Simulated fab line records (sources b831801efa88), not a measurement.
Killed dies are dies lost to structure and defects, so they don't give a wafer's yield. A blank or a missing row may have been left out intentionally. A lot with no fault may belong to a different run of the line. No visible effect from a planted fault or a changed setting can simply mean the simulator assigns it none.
Which tool was responsible? :: flow gf180mcu :: 11 lots with 33 wafers sampled at 7 steps, on a route of 602 steps

## WHAT THE GAUGES READ, wafer by wafer
GF_V3_THK_MEAS_25: measures by xrf. Usual: V3_W_THK typically reads 352 nm, with standard deviation 5.9.
lot: L905
measured: day 22 11:40
on: film_metro-01
V3_W_THK (nm): 337 339 336
flag: 

lot: L906
measured: day 22 19:44
on: film_metro-01
V3_W_THK (nm): 342 342 346
flag: 

lot: L907
measured: day 23 04:41
on: film_metro-03
V3_W_THK (nm): 351 355 355
flag: 

lot: L909
measured: day 24 04:58
on: film_metro-03
V3_W_THK (nm): 352 344 350
flag: 

lot: L910
measured: day 24 07:56
on: film_metro-02
V3_W_THK (nm): 359 354 354
flag: 

lot: L913
measured: day 25 05:08
on: film_metro-03
V3_W_THK (nm): 354 356 355
flag: 

lot: L914
measured: day 25 13:57
on: film_metro-01
V3_W_THK (nm): 345 346 341
flag: 

lot: L918
measured: day 26 21:40
on: film_metro-03
V3_W_THK (nm): 347 347 345
flag: 

lot: L921
measured: day 27 22:32
on: film_metro-02
V3_W_THK (nm): 350 354 357
flag: 

lot: L922
measured: day 28 01:50
on: film_metro-01
V3_W_THK (nm): 351 348 349
flag: 

lot: L923
measured: day 28 18:58
on: film_metro-02
V3_W_THK (nm): 356 362 351
flag: 

GF_MIM_RS_MEAS_10: measures by four-point-probe. Usual: MIM_ALCU_RS typically reads 0.1555 ohm/sq, with standard deviation 0.0019.
lot: L905
measured: day 24 12:34
on: film_metro-01
MIM_ALCU_RS (ohm/sq): 0.1576 0.1564 0.1536
flag: 

lot: L906
measured: day 24 20:37
on: film_metro-03
MIM_ALCU_RS (ohm/sq): 0.1533 0.1538 0.1542
flag: 

lot: L907
measured: day 25 05:21
on: film_metro-03
MIM_ALCU_RS (ohm/sq): 0.1557 0.1569 0.1553
flag: 

lot: L909
measured: day 26 04:14
on: film_metro-04
MIM_ALCU_RS (ohm/sq): 0.1569 0.1562 0.1572
flag: 

lot: L910
measured: day 26 07:40
on: film_metro-04
MIM_ALCU_RS (ohm/sq): 0.1565 0.1582 0.1592
flag: 

lot: L913
measured: day 27 03:20
on: film_metro-03
MIM_ALCU_RS (ohm/sq): 0.1547 0.1547 0.1562
flag: 

lot: L914
measured: day 27 10:35
on: film_metro-01
MIM_ALCU_RS (ohm/sq): 0.1555 0.1535 0.1548
flag: 

lot: L918
measured: day 28 16:18
on: film_metro-03
MIM_ALCU_RS (ohm/sq): 0.1546 0.1545 0.1555
flag: 

lot: L921
measured: day 29 17:00
on: film_metro-03
MIM_ALCU_RS (ohm/sq): 0.1993 0.1947 0.1990
flag: OFF

lot: L922
measured: day 29 19:44
on: film_metro-04
MIM_ALCU_RS (ohm/sq): 0.1974 0.1964 0.1956
flag: OFF

lot: L923
measured: day 30 12:47
on: film_metro-04
MIM_ALCU_RS (ohm/sq): 0.1570 0.1557 0.1574
flag: 

GF_MIM_THK_MEAS_11: measures by xrf. Usual: MIM_ALCU_THK typically reads 205.0 nm, with standard deviation 2.6.
lot: L905
measured: day 24 12:40
on: film_metro-01
MIM_ALCU_THK (nm): 203.4 205.6 209.1
flag: 

lot: L906
measured: day 24 20:44
on: film_metro-03
MIM_ALCU_THK (nm): 208.6 208.0 208.0
flag: 

lot: L907
measured: day 25 05:28
on: film_metro-03
MIM_ALCU_THK (nm): 206.9 204.9 207.0
flag: 

lot: L909
measured: day 26 04:22
on: film_metro-04
MIM_ALCU_THK (nm): 202.0 203.6 202.0
flag: 

lot: L910
measured: day 26 07:47
on: film_metro-04
MIM_ALCU_THK (nm): 202.7 200.4 199.2
flag: 

lot: L913
measured: day 27 03:26
on: film_metro-03
MIM_ALCU_THK (nm): 205.3 207.4 204.7
flag: 

lot: L914
measured: day 27 10:42
on: film_metro-01
MIM_ALCU_THK (nm): 206.3 207.0 205.5
flag: 

lot: L918
measured: day 28 16:24
on: film_metro-03
MIM_ALCU_THK (nm): 206.3 206.9 204.5
flag: 

lot: L921
measured: day 29 17:07
on: film_metro-03
MIM_ALCU_THK (nm): 162.2 165.2 161.9
flag: OFF

lot: L922
measured: day 29 19:50
on: film_metro-04
MIM_ALCU_THK (nm): 162.2 162.8 161.7
flag: OFF

lot: L923
measured: day 30 12:55
on: film_metro-04
MIM_ALCU_THK (nm): 201.5 202.6 202.1
flag: 

GF_V5_THK_MEAS_01. Usual: V5_CVD_00_THK typically reads 311 nm, with standard deviation 3.2.
lot: L905
measured: day 26 09:29
on: film_metro-03
V5_CVD_00_THK (nm): 321 315 320
flag: 

lot: L906
measured: day 26 15:47
on: film_metro-03
V5_CVD_00_THK (nm): 313 310 314
flag: 

lot: L907
measured: day 27 00:31
on: film_metro-02
V5_CVD_00_THK (nm): 309 312 313
flag: 

lot: L909
measured: day 27 21:21
on: film_metro-03
V5_CVD_00_THK (nm): 311 314 310
flag: 

lot: L910
measured: day 28 01:15
on: film_metro-02
V5_CVD_00_THK (nm): 307 309 311
flag: 

lot: L913
measured: day 28 21:06
on: film_metro-01
V5_CVD_00_THK (nm): 314 312 314
flag: 

lot: L914
measured: day 29 03:15
on: film_metro-01
V5_CVD_00_THK (nm): 309 307 311
flag: 

lot: L918
measured: day 30 07:28
on: film_metro-02
V5_CVD_00_THK (nm): 313 313 309
flag: 

lot: L921
measured: day 31 06:28
on: film_metro-02
V5_CVD_00_THK (nm): 312 307 306
flag: 

lot: L922
measured: day 31 08:26
on: film_metro-03
V5_CVD_00_THK (nm): 308 310 310
flag: 

lot: L923
measured: day 32 01:41
on: film_metro-03
V5_CVD_00_THK (nm): 314 313 316
flag: 

## TOOL THAT RAN EACH LOT (tool first, then ch and the chambers of the sampled wafers, then the start)
lot: L905
GF_V4_SPUTTER_22: pvd_sputter-04, day 24 11:29
GF_MIM_SPUTTER_08: pvd_sputter-02, day 24 12:29
GF_MIM_METAL_ETCH_19: rie_metal-03 ch 1, day 25 10:44

lot: L906
GF_V4_SPUTTER_22: pvd_sputter-04, day 24 19:33
GF_MIM_SPUTTER_08: pvd_sputter-01, day 24 20:32
GF_MIM_METAL_ETCH_19: rie_metal-01 ch 0,1, day 25 17:44

lot: L907
GF_V4_SPUTTER_22: pvd_sputter-03, day 25 04:19
GF_MIM_SPUTTER_08: pvd_sputter-03, day 25 05:18
GF_MIM_METAL_ETCH_19: rie_metal-03 ch 0,1, day 26 02:31

lot: L909
GF_V4_SPUTTER_22: pvd_sputter-02, day 26 03:10
GF_MIM_SPUTTER_08: pvd_sputter-02, day 26 04:11
GF_MIM_METAL_ETCH_19: rie_metal-02 ch 0,1, day 27 00:23

lot: L910
GF_V4_SPUTTER_22: pvd_sputter-03, day 26 06:37
GF_MIM_SPUTTER_08: pvd_sputter-01, day 26 07:36
GF_MIM_METAL_ETCH_19: rie_metal-01 ch 0,1, day 27 03:58

lot: L913
GF_V4_SPUTTER_22: pvd_sputter-03, day 27 02:15
GF_MIM_SPUTTER_08: pvd_sputter-02, day 27 03:15
GF_MIM_METAL_ETCH_19: rie_metal-02 ch 1, day 27 23:35

lot: L914
GF_V4_SPUTTER_22: pvd_sputter-03, day 27 09:32
GF_MIM_SPUTTER_08: pvd_sputter-01, day 27 10:31
GF_MIM_METAL_ETCH_19: rie_metal-01 ch 0,1, day 28 06:29

lot: L918
GF_V4_SPUTTER_22: pvd_sputter-02, day 28 15:13
GF_MIM_SPUTTER_08: pvd_sputter-01, day 28 16:13
GF_MIM_METAL_ETCH_19: rie_metal-01 ch 0, day 29 11:34

lot: L921
GF_V4_SPUTTER_22: pvd_sputter-04, day 29 15:56
GF_MIM_SPUTTER_08: pvd_sputter-01, day 29 16:57
GF_MIM_METAL_ETCH_19: rie_metal-03 ch 0,1, day 30 10:59

lot: L922
GF_V4_SPUTTER_22: pvd_sputter-04, day 29 18:40
GF_MIM_SPUTTER_08: pvd_sputter-01, day 29 19:39
GF_MIM_METAL_ETCH_19: rie_metal-02 ch 0,1, day 30 13:27

lot: L923
GF_V4_SPUTTER_22: pvd_sputter-04, day 30 11:38
GF_MIM_SPUTTER_08: pvd_sputter-03, day 30 12:38
GF_MIM_METAL_ETCH_19: rie_metal-01 ch 0,1, day 31 07:10
- GF_V4_SPUTTER_22: material TiN, target thk 10 nm, time 40 s.
- GF_MIM_SPUTTER_08: material AlCu, target thk 200 nm, time 10.6 s.
- GF_MIM_METAL_ETCH_19: etches the open film in Cl2/BCl3, stops on Si3N4, target depth 324.5 nm, time 54.1 s.

## AS READ BY THE TOOLS THEMSELVES (means over the sampled wafers that have a number; for cases with no such wafer, the mark the record gives instead)
GF_V4_SPUTTER_22. Usual: throttle_valve_pct reads 30.3 % (standard deviation 1.1).
lot: L905
tool: pvd_sputter-04
throttle_valve_pct (%): 31.6
flag: 

lot: L906
tool: pvd_sputter-04
throttle_valve_pct (%): 30.3
flag: 

lot: L907
tool: pvd_sputter-03
throttle_valve_pct (%): 29.9
flag: 

lot: L909
tool: pvd_sputter-02
throttle_valve_pct (%): 29.3
flag: 

lot: L910
tool: pvd_sputter-03
throttle_valve_pct (%): 29.5
flag: 

lot: L913
tool: pvd_sputter-03
throttle_valve_pct (%): 30.0
flag: 

lot: L914
tool: pvd_sputter-03
throttle_valve_pct (%): 30.9
flag: 

lot: L918
tool: pvd_sputter-02
throttle_valve_pct (%): 29.8
flag: 

lot: L921
tool: pvd_sputter-04
throttle_valve_pct (%): 31.0
flag: 

lot: L922
tool: pvd_sputter-04
throttle_valve_pct (%): 31.0
flag: 

lot: L923
tool: pvd_sputter-04
throttle_valve_pct (%): 31.1
flag: 

GF_MIM_SPUTTER_08. Usual: throttle_valve_pct reads 30.1 % (standard deviation 0.81).
lot: L905
tool: pvd_sputter-02
throttle_valve_pct (%): 28.9
flag: 

lot: L906
tool: pvd_sputter-01
throttle_valve_pct (%): 29.9
flag: 

lot: L907
tool: pvd_sputter-03
throttle_valve_pct (%): 31.3
flag: 

lot: L909
tool: pvd_sputter-02
throttle_valve_pct (%): 29.3
flag: 

lot: L910
tool: pvd_sputter-01
throttle_valve_pct (%): 30.8
flag: 

lot: L913
tool: pvd_sputter-02
throttle_valve_pct (%): 29.3
flag: 

lot: L914
tool: pvd_sputter-01
throttle_valve_pct (%): 30.0
flag: 

lot: L918
tool: pvd_sputter-01
throttle_valve_pct (%): 29.8
flag: 

lot: L921
tool: pvd_sputter-01
throttle_valve_pct (%): 30.0
flag: 

lot: L922
tool: pvd_sputter-01
throttle_valve_pct (%): 30.1
flag: 

lot: L923
tool: pvd_sputter-03
throttle_valve_pct (%): 30.0
flag: 

GF_MIM_METAL_ETCH_19. Usual: drypump_motor_current_A 5.2 A, standard deviation 0.44; oes_product_au 0.952 a.u., standard deviation 0.0064; throttle_valve_pct 28.270 %, standard deviation 0.01.
lot: L905
tool: rie_metal-03
drypump_motor_current_A (A): 5.8
oes_product_au (a.u.): 0.951
throttle_valve_pct (%): 28.275
flag: 

lot: L906
tool: rie_metal-01
drypump_motor_current_A (A): 5.3
oes_product_au (a.u.): 0.955
throttle_valve_pct (%): 28.259
flag: 

lot: L907
tool: rie_metal-03
drypump_motor_current_A (A): 5.6
oes_product_au (a.u.): 0.952
throttle_valve_pct (%): 28.282
flag: 

lot: L909
tool: rie_metal-02
drypump_motor_current_A (A): 5.0
oes_product_au (a.u.): 0.947
throttle_valve_pct (%): 28.275
flag: 

lot: L910
tool: rie_metal-01
drypump_motor_current_A (A): 5.6
oes_product_au (a.u.): 0.944
throttle_valve_pct (%): 28.277
flag: 

lot: L913
tool: rie_metal-02
drypump_motor_current_A (A): 4.8
oes_product_au (a.u.): 0.954
throttle_valve_pct (%): 28.269
flag: 

lot: L914
tool: rie_metal-01
drypump_motor_current_A (A): 5.3
oes_product_au (a.u.): 0.951
throttle_valve_pct (%): 28.275
flag: 

lot: L918
tool: rie_metal-01
drypump_motor_current_A (A): 5.0
oes_product_au (a.u.): 0.947
throttle_valve_pct (%): 28.268
flag: 

lot: L921
tool: rie_metal-03
drypump_motor_current_A (A): 5.5
oes_product_au (a.u.): 0.874
throttle_valve_pct (%): 28.361
flag: OFF

lot: L922
tool: rie_metal-02
drypump_motor_current_A (A): 5.0
oes_product_au (a.u.): 0.875
throttle_valve_pct (%): 28.353
flag: OFF

lot: L923
tool: rie_metal-01
drypump_motor_current_A (A): 5.2
oes_product_au (a.u.): 0.956
throttle_valve_pct (%): 28.263
flag: 

## THE ANSWER, worked out from the rows above alone
Rule: a lot counts as off when the mean over its wafers that have a number is more than 3 standard deviations away from the usual mean. Also off: a lot with no number at a reading for which 4 or more lots have one. All remaining lots with rows at the step are treated as sound. Order of review: gauges by route order, followed by the tools' own readings, for which a lot's mean as printed above is used. At the first step where some lot is off, the reading lying furthest off is the one used; lots without a number count as furthest.
Off: L921, L922, seen at GF_MIM_RS_MEAS_10 (MIM_ALCU_RS).
A tool fits if, at a process step before that reading, it ran every lot that is off, and no sound lot after the first of them. Not tried: the gauges at GF_MIM_RS_MEAS_10; whatever is off there is also off at GF_MIM_METAL_ETCH_19, on other tools, and gauge error can't account for it. One fits: GF_MIM_SPUTTER_08 on pvd_sputter-01. Its last sound lot is L918 (day 28 16:13), its first lot that is off L921 (day 29 16:57): a fault that began between those two fits.

## WHAT THE SIMULATOR PUT IN
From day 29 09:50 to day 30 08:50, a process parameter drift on pvd_sputter-01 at GF_MIM_SPUTTER_08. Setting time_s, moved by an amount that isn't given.
Lots struck among those shown: L921, L922. This agrees with what the rule above found.
